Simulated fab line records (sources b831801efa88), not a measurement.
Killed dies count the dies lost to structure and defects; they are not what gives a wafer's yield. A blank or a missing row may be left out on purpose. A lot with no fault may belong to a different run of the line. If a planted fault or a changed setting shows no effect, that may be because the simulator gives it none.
Which of the tools did it? :: flow gf180mcu :: 12 lots, 36 wafers sampled, at 4 steps of a route of 602

## WHAT THE GAUGES READ, wafer by wafer
GF_MVSD_OVL_MEAS_07.
lot: L385
measured: day 4 11:09
on: overlay-01
MVSD_OVL (nm): -1.9 -2.1 -3.5

lot: L389
measured: day 5 10:54
on: overlay-01
MVSD_OVL (nm): -0.7 0.7 -0.4

lot: L391
measured: day 5 20:39
on: overlay-02
MVSD_OVL (nm): 1.7 2.0 1.6

lot: L393
measured: day 6 11:21
on: overlay-01
MVSD_OVL (nm): -1.7 -1.4 -1.7

lot: L396
measured: day 7 02:58
on: overlay-02
MVSD_OVL (nm): -0.5 -0.4 -0.8

lot: L397
measured: day 7 07:41
on: overlay-02
MVSD_OVL (nm): 0.4 1.0 1.5

lot: L401
measured: day 8 07:31
on: overlay-02
MVSD_OVL (nm): 0.3 -0.4 -0.1

lot: L402
measured: day 8 17:50
on: overlay-01
MVSD_OVL (nm): 0.7 -1.6 0.6

lot: L403
measured: day 8 18:12
on: overlay-02
MVSD_OVL (nm): -1.9 -2.4 -0.3

lot: L404
measured: day 8 22:56
on: overlay-02
MVSD_OVL (nm): 0.9 0.5 1.8

lot: L408
measured: day 9 22:59
on: overlay-01
MVSD_OVL (nm): -3.3 -1.6 -2.9

lot: L407
measured: day 9 23:16
on: overlay-02
MVSD_OVL (nm): -0.7 0.6 0.9

GF_VT_IMPLANT_TW_MEAS_21.
lot: L385
measured: day 6 06:11
on: film metro-03
VT_IMPLANT_2_TW: 1248 1245 1245

lot: L389
measured: day 7 09:14
on: film metro-04
VT_IMPLANT_2_TW: 1201 1208 1211

lot: L391
measured: day 7 18:16
on: film metro-01
VT_IMPLANT_2_TW: 1225 1229 1229

lot: L393
measured: day 8 11:08
on: film metro-04
VT_IMPLANT_2_TW: 1207 1216 1206

lot: L396
measured: day 9 04:52
on: film metro-01
VT_IMPLANT_2_TW: 1225 1224 1230

lot: L397
measured: day 9 09:38
on: film metro-01
VT_IMPLANT_2_TW: 1223 1234 1221

lot: L401
measured: day 10 11:31
on: film metro-03
VT_IMPLANT_2_TW: 1247 1243 1246

lot: L402
measured: day 10 23:01
on: film metro-03
VT_IMPLANT_2_TW: 1534 1531 1531

lot: L403
measured: day 10 23:13
on: film metro-03
VT_IMPLANT_2_TW: 1247 1241 1242

lot: L404
measured: day 11 05:01
on: film metro-03
VT_IMPLANT_2_TW: 1524 1530 1521

lot: L408
measured: day 12 07:07
on: film metro-04
VT_IMPLANT_2_TW: 1207 1210 1202

lot: L407
measured: day 12 07:43
on: film metro-04
VT_IMPLANT_2_TW: 1206 1205 1198

## EACH LOT AND THE TOOL THAT RAN IT (in order: tool; ch and the chambers of the sampled wafers; start)
lot: L385
GF_LVPWELL_STRIP_10: plasma asher-01 ch 0,1, day 3 21:36
GF_VT_IMPLANT_IMPLANT_19: implanter-04 ch 0, day 6 05:58

lot: L389
GF_LVPWELL_STRIP_10: plasma asher-03 ch 0,1, day 4 21:16
GF_VT_IMPLANT_IMPLANT_19: implanter-01 ch 0, day 7 09:01

lot: L391
GF_LVPWELL_STRIP_10: plasma asher-03 ch 0,1, day 5 07:05
GF_VT_IMPLANT_IMPLANT_19: implanter-01 ch 0, day 7 18:02

lot: L393
GF_LVPWELL_STRIP_10: plasma asher-04 ch 0,1, day 5 20:40
GF_VT_IMPLANT_IMPLANT_19: implanter-03 ch 0, day 8 10:55

lot: L396
GF_LVPWELL_STRIP_10: plasma asher-01 ch 0,1, day 6 11:55
GF_VT_IMPLANT_IMPLANT_19: implanter-01 ch 0, day 9 04:37

lot: L397
GF_LVPWELL_STRIP_10: plasma asher-03 ch 0,1, day 6 15:43
GF_VT_IMPLANT_IMPLANT_19: implanter-03 ch 0, day 9 09:26

lot: L401
GF_LVPWELL_STRIP_10: plasma asher-04 ch 0,1, day 7 15:22
GF_VT_IMPLANT_IMPLANT_19: implanter-03 ch 0, day 10 11:16

lot: L402
GF_LVPWELL_STRIP_10: plasma asher-04 ch 0,1, day 8 00:35
GF_VT_IMPLANT_IMPLANT_19: implanter-03 ch 0, day 10 22:46

lot: L403
GF_LVPWELL_STRIP_10: plasma asher-01 ch 0,1, day 8 02:01
GF_VT_IMPLANT_IMPLANT_19: implanter-04 ch 0, day 10 22:59

lot: L404
GF_LVPWELL_STRIP_10: plasma asher-03 ch 1, day 8 06:05
GF_VT_IMPLANT_IMPLANT_19: implanter-03 ch 0, day 11 04:47

lot: L408
GF_LVPWELL_STRIP_10: plasma asher-01 ch 0,1, day 9 06:11
GF_VT_IMPLANT_IMPLANT_19: implanter-04 ch 0, day 12 06:52

lot: L407
GF_LVPWELL_STRIP_10: plasma asher-04 ch 0,1, day 9 06:16
GF_VT_IMPLANT_IMPLANT_19: implanter-04 ch 0, day 12 07:28
- GF_LVPWELL_STRIP_10: strips in O2/N2.
- GF_VT_IMPLANT_IMPLANT_19

## AS READ BY THE TOOLS THEMSELVES (means over the sampled wafers that have a number; for cases with no such wafer, the mark the record gives instead)
GF_LVPWELL_STRIP_10.
lot: L385
tool: plasma asher-01
chamber pressure mTorr (mTorr): 1500.0
drypump motor current A (A): 6.2
heater power w (W): 336
oes product au (a.u.): 0.720
strip time to endpoint s (s): 36.99

lot: L389
tool: plasma asher-03
chamber pressure mTorr (mTorr): 1500.2
drypump motor current A (A): 5.9
heater power w (W): 317
oes product au (a.u.): 0.725
strip time to endpoint s (s): 36.90

lot: L391
tool: plasma asher-03
chamber pressure mTorr (mTorr): 1500.0
drypump motor current A (A): 6.1
heater power w (W): 323
oes product au (a.u.): 0.719
strip time to endpoint s (s): 36.89

lot: L393
tool: plasma asher-04
chamber pressure mTorr (mTorr): 1501.8
drypump motor current A (A): 5.5
heater power w (W): 393
oes product au (a.u.): 0.724
strip time to endpoint s (s): 37.03

lot: L396
tool: plasma asher-01
chamber pressure mTorr (mTorr): 1500.4
drypump motor current A (A): 6.2
heater power w (W): 376
oes product au (a.u.): 0.726
strip time to endpoint s (s): 36.85

lot: L397
tool: plasma asher-03
chamber pressure mTorr (mTorr): 1499.3
drypump motor current A (A): 5.9
heater power w (W): 322
oes product au (a.u.): 0.724
strip time to endpoint s (s): 36.98

lot: L401
tool: plasma asher-04
chamber pressure mTorr (mTorr): 1498.5
drypump motor current A (A): 5.4
heater power w (W): 412
oes product au (a.u.): 0.719
strip time to endpoint s (s): 36.87

lot: L402
tool: plasma asher-04
chamber pressure mTorr (mTorr): 1501.2
drypump motor current A (A): 5.5
heater power w (W): 392
oes product au (a.u.): 0.724
strip time to endpoint s (s): 36.83

lot: L403
tool: plasma asher-01
chamber pressure mTorr (mTorr): 1501.2
drypump motor current A (A): 6.2
heater power w (W): 379
oes product au (a.u.): 0.718
strip time to endpoint s (s): 36.87

lot: L404
tool: plasma asher-03
chamber pressure mTorr (mTorr): 1500.2
drypump motor current A (A): 5.6
heater power w (W): 306
oes product au (a.u.): 0.723
strip time to endpoint s (s): 36.93

lot: L408
tool: plasma asher-01
chamber pressure mTorr (mTorr): 1499.9
drypump motor current A (A): 6.2
heater power w (W): 383
oes product au (a.u.): 0.722
strip time to endpoint s (s): 37.01

lot: L407
tool: plasma asher-04
chamber pressure mTorr (mTorr): 1499.1
drypump motor current A (A): 5.5
heater power w (W): 381
oes product au (a.u.): 0.727
strip time to endpoint s (s): 37.05

GF_VT_IMPLANT_IMPLANT_19.
lot: L385
tool: implanter-04
dose ions cm2: 4.35e+12
faraday current uA: 24.0

lot: L389
tool: implanter-01
dose ions cm2: 4.35e+12
faraday current uA: 24.7

lot: L391
tool: implanter-01
dose ions cm2: 4.35e+12
faraday current uA: 24.1

lot: L393
tool: implanter-03
dose ions cm2: 4.35e+12
faraday current uA: 25.1

lot: L396
tool: implanter-01
dose ions cm2: 4.35e+12
faraday current uA: 24.5

lot: L397
tool: implanter-03
dose ions cm2: 4.35e+12
faraday current uA: 24.6

lot: L401
tool: implanter-03
dose ions cm2: 4.35e+12
faraday current uA: 24.5

lot: L402
tool: implanter-03
dose ions cm2: 8.39e+12
faraday current uA: 47.1

lot: L403
tool: implanter-04
dose ions cm2: 4.35e+12
faraday current uA: 24.2

lot: L404
tool: implanter-03
dose ions cm2: 8.39e+12
faraday current uA: 47.0

lot: L408
tool: implanter-04
dose ions cm2: 4.35e+12
faraday current uA: 25.0

lot: L407
tool: implanter-04
dose ions cm2: 4.35e+12
faraday current uA: 24.6

## THE ANSWER, worked out from the rows above alone
Rule: the usual values come from the lots themselves. Put in order of their means at a reading, lots are off if they are a third of the lots or fewer, leave a main group of 4 or more, and stand apart from it by a gap of 3 or more times the standard deviation of the main group's means; of several such gaps the widest counts. The tables above print the reading to a certain number of digits; a main group whose means all agree to those digits is not used. A lot without any number at a reading at which 4 lots or more have one is off too. Any other lot the step has rows for is counted as sound. First the gauges in route order, then the tools' own readings, where a lot's mean is used as printed above. At the first step where some lot is off, the reading lying furthest off is the one used; lots without a number count as furthest.
Off: L402, L404, at GF_VT_IMPLANT_TW_MEAS_21 (VT_IMPLANT_2_TW). Main group: mean 1224, sd 16.
If a tool, at a process step before that reading, ran all the lots that are off and no sound lot after the first of them, it fits. The gauges at GF_VT_IMPLANT_TW_MEAS_21 aren't tried: what is off there is off at GF_VT_IMPLANT_IMPLANT_19 too, on other tools, and a gauge's error can't cause that. One fits: implanter-03 at GF_VT_IMPLANT_IMPLANT_19. A fault onset in the window from L401 (day 10 11:16, its last sound lot) to L402 (day 10 22:46, its first lot off) fits.
The tool's own readings at GF_VT_IMPLANT_IMPLANT_19 bear it out: on the lots that are off they differ by more than 5 times the standard deviation of the sound lots' means. dose ions cm2 reads 8.39e+12 there against 4.35e+12 on the sound lots; faraday current uA reads 47.0 there against 24.5 on the sound lots.

## WHAT THE SIMULATOR PUT IN
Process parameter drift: implanter-03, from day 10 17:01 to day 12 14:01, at GF_VT_IMPLANT_IMPLANT_19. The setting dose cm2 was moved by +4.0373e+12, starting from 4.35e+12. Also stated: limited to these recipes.
Shown lots that were struck: L402, L404. The same result came from the rule above.
